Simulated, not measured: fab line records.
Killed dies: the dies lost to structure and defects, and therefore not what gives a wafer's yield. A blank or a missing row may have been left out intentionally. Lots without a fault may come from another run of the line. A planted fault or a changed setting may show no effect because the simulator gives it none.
8D (eight disciplines) problem report, filled in by code || flow gf180mcu || the parts of the form that need people (team, actions taken, sign-off) are left out

## 1. WHAT WENT WRONG
Mean of exposure_dose_mJ_cm2 at GF_MVPSD_EXPOSE_04: 252.35 across 6 wafers in 2 lots; on wafers with no fault it is 260.08 (standard deviation 0.22). That is -35 standard deviations from the usual mean.
The step: exposes mask MVPSD, target cd 1000 nm.
Seen first at day 9 04:13 on iline_stepper-01, wafer L100.3. Wafers with a number at this step in the record: 39, from 13 lots. By rule, "out" or "out of limits" means more than 4 standard deviations away from the usual mean. The other wafers with a number count as sound.

## 2. WHAT THIS IS AND IS NOT
{"question": "which readings at this step", "is": "exposure_dose_mJ_cm2", "is not": "-"}
{"question": "which lots", "is": "L100, L101", "is not": "L104, L105, L983, L984, L987, L988, L989, L990, L991, L992, L993"}
{"question": "which wafers of those lots", "is": "all that have a number", "is not": "-"}
{"question": "read on which tools", "is": "iline_stepper-01", "is not": "iline_stepper-02"}
{"question": "when", "is": "from day 9 04:13", "is not": "up to then (27 sound wafers); but 6 sound wafers of L104, L105 came after"}

## 3. SUSPECTS, AND WHAT RULES EACH OUT
Counting: a tool stays on the suspect list if, at a process step up to the reading, it processed all lots that are out and no sound lot following the first of them.
- iline_stepper-01 at GF_MVPSD_EXPOSE_04 (exposes mask MVPSD, target cd 1000 nm): kept. Every lot that is out went through it, starting with L100 (day 9 04:13), and after that it ran no sound lot; the last sound lot it ran before then is L989 (day 6 12:10). Its own readings are out on those wafers: exposure_dose_mJ_cm2.
Left after counting: iline_stepper-01 at GF_MVPSD_EXPOSE_04.

## 4. THE CAUSE (what the simulator had put in)
Process parameters drifting: iline_stepper-01 at GF_MVPSD_EXPOSE_04, beginning at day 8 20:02. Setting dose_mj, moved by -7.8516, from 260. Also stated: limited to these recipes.
This tool alone remained once counting was done.

## 5. SEQUENCE OF EFFECTS, ordered by route
Rows list readings where the struck wafers' mean (over those with a number) sits beyond 3 standard deviations from the usual. Only readings whose record carries a usual standard deviation are examined. hours: median over the lots of the time between each lot's start at the first step of this table that gives one and its start at this step. sigmas: the change, counted in usual standard deviations.
{"hours": 0, "step": "GF_MVPSD_EXPOSE_04", "reading": "exposure_dose_mJ_cm2", "usual": 260.08, "on struck wafers": 252.35, "change": -7.73, "sigmas": -35}
Its process steps:
- GF_MVPSD_EXPOSE_04: exposes mask MVPSD, target cd 1000 nm.
At these later measuring or inspecting steps, every struck wafer for which the step has a row has a number for every such reading, and none has moved that far: GF_HV_LDD_TW_MEAS_11.

## 6. WHAT WOULD HAVE CAUGHT IT SOONER
The fault began at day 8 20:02; the first out-of-limits reading in this record came at day 9 04:13, 8 hours later.
